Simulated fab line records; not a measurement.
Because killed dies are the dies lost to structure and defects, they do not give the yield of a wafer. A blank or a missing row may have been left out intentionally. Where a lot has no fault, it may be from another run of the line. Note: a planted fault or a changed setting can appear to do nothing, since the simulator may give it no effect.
Which of the tools did it?    flow sky130    24 lots with 72 wafers sampled at 6 steps, on a route of 708 steps

## WHAT EACH GAUGE READ, for each wafer
SKY_NWELL_OVL_MEAS_23.
lot   measured      on          NWELL_01_OVL (nm)
L074  day 5 09:58   overlay-02  0.0 -1.2 -0.8
L075  day 5 12:53   overlay-02  -2.3 0.5 -1.9
L076  day 5 21:27   overlay-01  0.6 4.0 0.2
L077  day 6 05:42   overlay-01  1.7 0.7 1.8
L078  day 6 09:40   overlay-02  -0.2 -0.8 -1.4
L079  day 6 15:13   overlay-02  -0.2 0.7 -0.5
L080  day 6 21:41   overlay-01  -0.5 -1.0 0.8
L081  day 7 06:38   overlay-01  1.2 -0.1 1.2
L082  day 7 10:58   overlay-02  0.2 1.1 -0.2
L083  day 7 13:30   overlay-01  1.2 2.1 2.0
L084  day 7 19:17   overlay-02  1.2 2.3 1.1
L085  day 8 06:39   overlay-02  0.3 0.2 -1.3
L086  day 8 12:53   overlay-01  -0.3 -0.2 0.8
L087  day 8 16:27   overlay-01  -0.8 -0.3 0.3
L088  day 8 21:39   overlay-01  1.5 0.2 -0.1
L089  day 9 02:49   overlay-01  2.2 0.9 2.2
L090  day 9 07:51   overlay-01  -0.1 2.2 -1.5
L091  day 9 15:25   overlay-01  -1.9 -2.5 -3.9
L092  day 9 23:44   overlay-01  0.4 0.5 1.7
L093  day 10 06:11  overlay-02  -0.3 -0.1 0.6
L094  day 10 12:40  overlay-01  -0.5 1.1 -0.3
L095  day 10 17:04  overlay-02  -1.1 -1.2 -2.5
L096  day 10 23:08  overlay-01  1.3 -1.0 -0.5
L097  day 11 01:06  overlay-01  -0.7 -0.3 0.8

SKY_LDD_P_TW_MEAS_11.
lot   measured      on             LDD_P_TW
L074  day 19 01:27  film_metro-04  639 638 638
L075  day 19 07:44  film_metro-04  636 638 637
L076  day 19 17:32  film_metro-04  640 643 640
L077  day 20 13:58  film_metro-02  642 641 637
L078  day 21 00:14  film_metro-01  637 638 636
L079  day 21 08:07  film_metro-02  637 633 635
L080  day 21 20:29  film_metro-04  648 645 642
L081  day 22 05:41  film_metro-04  634 632 634
L082  day 22 17:07  film_metro-04  632 630 631
L083  day 22 21:34  film_metro-04  632 629 631
L084  day 23 02:17  film_metro-01  644 642 645
L085  day 23 16:44  film_metro-02  636 637 639
L086  day 24 04:31  film_metro-04  640 639 640
L087  day 24 06:56  film_metro-02  636 634 635
L088  day 24 18:46  film_metro-01  646 643 643
L089  day 24 17:58  film_metro-01  645 643 642
L090  day 25 01:37  film_metro-04  644 644 644
L091  day 25 20:25  film_metro-04  640 642 644
L092  day 26 04:55  film_metro-04  638 640 637
L093  day 26 05:19  film_metro-02  635 632 634
L094  day 26 15:41  film_metro-02  632 635 636
L095  day 26 21:21  film_metro-01  640 646 642
L096  day 27 07:39  film_metro-01  640 641 642
L097  day 27 13:22  film_metro-01  642 640 641

SKY_CONTACT_THK_MEAS_03.
lot   measured      on             CONTACT_HDPCVD_THK (nm)
L074  day 30 17:23  film_metro-04  560 557 555
L075  day 30 21:58  film_metro-04  566 565 553
L076  day 31 10:35  film_metro-04  558 565 559
L077  day 32 03:00  film_metro-04  563 563 560
L078  day 32 12:55  film_metro-03  563 566 564
L079  day 32 17:31  film_metro-03  571 573 569
L080  day 33 09:29  film_metro-04  561 563 560
L081  day 33 17:06  film_metro-03  566 566 567
L082  day 34 00:58  film_metro-04  563 561 564
L083  day 34 05:20  film_metro-03  558 562 565
L084  day 34 05:49  film_metro-04  573 564 562
L085  day 34 20:20  film_metro-04  563 570 566
L086  day 35 04:57  film_metro-03  563 553 558
L087  day 35 09:02  film_metro-04  560 569 561
L088  day 35 17:43  film_metro-01  563 564 556
L089  day 35 16:11  film_metro-01  564 562 561
L090  day 35 23:35  film_metro-01  568 561 570
L091  day 36 15:07  film_metro-01  572 567 565
L092  day 36 21:48  film_metro-04  571 561 569
L093  day 37 00:31  film_metro-03  563 557 561
L094  day 37 08:02  film_metro-01  564 566 560
L095  day 37 14:27  film_metro-03  569 574 567
L096  day 37 23:47  film_metro-03  573 566 573
L097  day 38 04:05  film_metro-04  567 561 565

## TOOL THAT RAN EACH LOT (tool first, then ch and the chambers of the sampled wafers, then the start)
lot   SKY_FIELD_ISO_ETCH_14              SKY_VT_ADJUST_PCH_STRIP_09            SKY_LI_CONTACT_ETCH_14
L074  rie_diel-03 ch 1,2,3, day 2 05:46  plasma_asher-03 ch 0,1, day 10 14:28  rie_diel-01 ch 1,2,3, day 29 10:35
L075  rie_diel-03 ch 0,3, day 2 09:39    plasma_asher-01 ch 0,1, day 10 18:43  rie_diel-04 ch 1,2,3, day 29 14:52
L076  rie_diel-04 ch 1,3, day 2 13:55    plasma_asher-01 ch 0,1, day 11 05:31  rie_diel-01 ch 1,3, day 30 03:07
L077  rie_diel-03 ch 0,1, day 2 21:45    plasma_asher-02 ch 0, day 11 16:03    rie_diel-01 ch 2,3, day 30 20:01
L078  rie_diel-01 ch 0,2,3, day 3 02:31  plasma_asher-01 ch 0,1, day 11 21:19  rie_diel-02 ch 1,2, day 31 06:02
L079  rie_diel-03 ch 0,1,3, day 3 08:31  plasma_asher-03 ch 0,1, day 12 02:21  rie_diel-04 ch 0,1,2, day 31 12:04
L080  rie_diel-04 ch 0,1,3, day 3 12:27  plasma_asher-01 ch 0,1, day 12 11:42  rie_diel-02 ch 1,2,3, day 32 00:47
L081  rie_diel-04 ch 0,1,3, day 3 21:49  plasma_asher-02 ch 0,1, day 12 23:03  rie_diel-01 ch 0,1,3, day 32 10:55
L082  rie_diel-01 ch 1,3, day 4 00:42    plasma_asher-01 ch 0,1, day 13 04:27  rie_diel-01 ch 1,2, day 32 18:19
L083  rie_diel-03 ch 0,2,3, day 4 03:24  plasma_asher-01 ch 0,1, day 13 07:27  rie_diel-02 ch 0,1,2, day 33 00:16
L084  rie_diel-01 ch 0,1,3, day 4 08:11  plasma_asher-02 ch 0,1, day 13 15:59  rie_diel-01 ch 0,1,3, day 33 01:14
L085  rie_diel-04 ch 1,2,3, day 4 17:04  plasma_asher-02 ch 0,1, day 14 06:05  rie_diel-02 ch 2,3, day 33 15:29
L086  rie_diel-01 ch 0,1,3, day 4 21:09  plasma_asher-01 ch 0,1, day 14 13:29  rie_diel-01 ch 0,2, day 34 00:10
L087  rie_diel-01 ch 0,2,3, day 5 01:51  plasma_asher-03 ch 0,1, day 14 17:26  rie_diel-02 ch 0,1,2, day 34 03:41
L088  rie_diel-01 ch 0,2,3, day 5 05:34  plasma_asher-02 ch 0,1, day 14 23:08  rie_diel-01 ch 0,1,2, day 34 13:04
L089  rie_diel-01 ch 1,2,3, day 5 10:43  plasma_asher-02 ch 0,1, day 15 04:29  rie_diel-02 ch 0,1,3, day 34 12:10
L090  rie_diel-03 ch 0,2,3, day 5 15:44  plasma_asher-03 ch 0,1, day 15 12:17  rie_diel-01 ch 0,1,3, day 34 18:38
L091  rie_diel-01 ch 0,1, day 5 20:51    plasma_asher-01 ch 0,1, day 15 22:39  rie_diel-02 ch 1,2,3, day 35 09:44
L092  rie_diel-01 ch 0,3, day 6 03:16    plasma_asher-01 ch 0,1, day 16 08:14  rie_diel-01 ch 0,1,3, day 35 18:01
L093  rie_diel-01 ch 0,1,3, day 6 10:31  plasma_asher-02 ch 0,1, day 16 14:39  rie_diel-01 ch 1,3, day 35 19:52
L094  rie_diel-04 ch 0,1,2, day 6 15:07  plasma_asher-03 ch 0,1, day 16 23:38  rie_diel-01 ch 0,1,3, day 36 03:41
L095  rie_diel-03 ch 0,2,3, day 6 19:51  plasma_asher-03 ch 0,1, day 17 06:40  rie_diel-01 ch 0,2,3, day 36 10:08
L096  rie_diel-03 ch 1,2,3, day 7 00:35  plasma_asher-03 ch 0,1, day 17 14:01  rie_diel-04 ch 1,2, day 36 19:13
L097  rie_diel-04 ch 0,1, day 7 03:49    plasma_asher-01 ch 0,1, day 17 17:25  rie_diel-01 ch 1,2, day 36 23:59
- SKY_FIELD_ISO_ETCH_14: etches BARC in N2/H2, stops on SiO2, time 45.9 s, target depth 60 nm.
- SKY_VT_ADJUST_PCH_STRIP_09: strips in O2/N2.
- SKY_LI_CONTACT_ETCH_14: etches BARC in N2/H2, stops on SiO2, time 45.9 s, target depth 60 nm.

## WHAT THE TOOLS THEMSELVES READ (means of the sampled wafers that have a number; where no wafer has one, the mark that the record gives instead)
SKY_FIELD_ISO_ETCH_14.
lot   tool         drypump_motor_current_A (A)  oes_product_au (a.u.)  throttle_valve_pct (%)
L074  rie_diel-03  5.3                          0.857                  13.224
L075  rie_diel-03  5.7                          0.855                  13.222
L076  rie_diel-04  4.9                          0.854                  13.234
L077  rie_diel-03  6.0                          0.858                  13.224
L078  rie_diel-01  6.4                          0.857                  13.217
L079  rie_diel-03  5.8                          0.857                  13.224
L080  rie_diel-04  5.1                          0.850                  13.228
L081  rie_diel-04  5.0                          0.857                  13.220
L082  rie_diel-01  5.9                          0.853                  13.229
L083  rie_diel-03  5.3                          0.854                  13.222
L084  rie_diel-01  6.2                          0.859                  13.230
L085  rie_diel-04  5.3                          0.860                  13.226
L086  rie_diel-01  6.2                          0.852                  13.221
L087  rie_diel-01  6.4                          0.854                  13.224
L088  rie_diel-01  6.5                          0.856                  13.232
L089  rie_diel-01  6.1                          0.858                  13.229
L090  rie_diel-03  5.3                          0.855                  13.221
L091  rie_diel-01  5.9                          0.860                  13.222
L092  rie_diel-01  6.5                          0.857                  13.222
L093  rie_diel-01  6.2                          0.856                  13.223
L094  rie_diel-04  5.3                          0.849                  13.231
L095  rie_diel-03  5.3                          0.854                  13.229
L096  rie_diel-03  5.3                          0.852                  13.221
L097  rie_diel-04  5.1                          0.856                  13.228

SKY_VT_ADJUST_PCH_STRIP_09.
lot   tool             drypump_motor_current_A (A)  oes_product_au (a.u.)  strip_time_to_endpoint_s (s)
L074  plasma_asher-03  5.7                          0.723                  36.93
L075  plasma_asher-01  5.4                          0.721                  37.03
L076  plasma_asher-01  5.4                          0.727                  36.99
L077  plasma_asher-02  5.3                          0.722                  37.00
L078  plasma_asher-01  5.7                          0.718                  36.92
L079  plasma_asher-03  5.7                          0.724                  36.86
L080  plasma_asher-01  5.3                          0.719                  36.98
L081  plasma_asher-02  5.4                          0.720                  36.94
L082  plasma_asher-01  5.7                          0.720                  36.98
L083  plasma_asher-01  5.7                          0.723                  36.81
L084  plasma_asher-02  5.6                          0.721                  37.01
L085  plasma_asher-02  5.6                          0.721                  36.90
L086  plasma_asher-01  5.7                          0.723                  36.78
L087  plasma_asher-03  5.7                          0.726                  36.83
L088  plasma_asher-02  5.6                          0.721                  36.87
L089  plasma_asher-02  5.4                          0.724                  37.04
L090  plasma_asher-03  5.7                          0.722                  36.76
L091  plasma_asher-01  5.3                          0.725                  36.77
L092  plasma_asher-01  5.7                          0.725                  36.94
L093  plasma_asher-02  5.4                          0.723                  36.89
L094  plasma_asher-03  5.7                          0.720                  36.87
L095  plasma_asher-03  5.7                          0.721                  36.90
L096  plasma_asher-03  5.7                          0.725                  36.73
L097  plasma_asher-01  5.3                          0.717                  36.86

SKY_LI_CONTACT_ETCH_14.
lot   tool         drypump_motor_current_A (A)  oes_product_au (a.u.)  throttle_valve_pct (%)
L074  rie_diel-01  6.1                          0.849                  13.216
L075  rie_diel-04  5.3                          0.855                  13.227
L076  rie_diel-01  6.2                          0.856                  13.220
L077  rie_diel-01  6.3                          0.853                  13.224
L078  rie_diel-02  5.5                          0.856                  13.223
L079  rie_diel-04  5.3                          0.855                  13.228
L080  rie_diel-02  5.6                          0.850                  13.228
L081  rie_diel-01  6.2                          0.857                  13.223
L082  rie_diel-01  6.0                          0.856                  13.222
L083  rie_diel-02  5.6                          0.857                  13.237
L084  rie_diel-01  6.2                          0.854                  13.217
L085  rie_diel-02  5.6                          0.853                  13.225
L086  rie_diel-01  6.4                          0.857                  13.225
L087  rie_diel-02  5.6                          0.857                  13.231
L088  rie_diel-01  6.1                          0.861                  13.226
L089  rie_diel-02  5.7                          0.850                  13.230
L090  rie_diel-01  6.2                          0.860                  13.223
L091  rie_diel-02  5.6                          0.853                  13.216
L092  rie_diel-01  6.2                          0.857                  13.231
L093  rie_diel-01  5.9                          0.855                  13.236
L094  rie_diel-01  6.2                          0.855                  13.223
L095  rie_diel-01  6.4                          0.858                  13.227
L096  rie_diel-04  5.2                          0.851                  13.231
L097  rie_diel-01  6.0                          0.856                  13.212

## THE ANSWER, worked out from the rows above alone
Rule: usual is defined by the lots themselves. The widest of any qualifying gaps counts: lots, ordered by their means at a reading, are off when they make up no more than a third of the lots, leave a main group of 4 or more, and stand apart from it by 3 or more times the standard deviation of that group's means. A main group whose means are all the same, to the digits that the tables above print for the reading, isn't used. A lot without any number at a reading at which 4 lots or more have one is off too. Any other lot the step has rows for is counted as sound. The gauges are gone through in route order, then the tools' own readings, and for those a lot's mean is taken as printed above. At the first step where some lot is off, the reading lying furthest off is the one used; lots without a number count as furthest.
No lot is off on any of the readings shown, so nothing can be concluded from this.

## WHAT WAS PUT IN BY THE SIMULATOR
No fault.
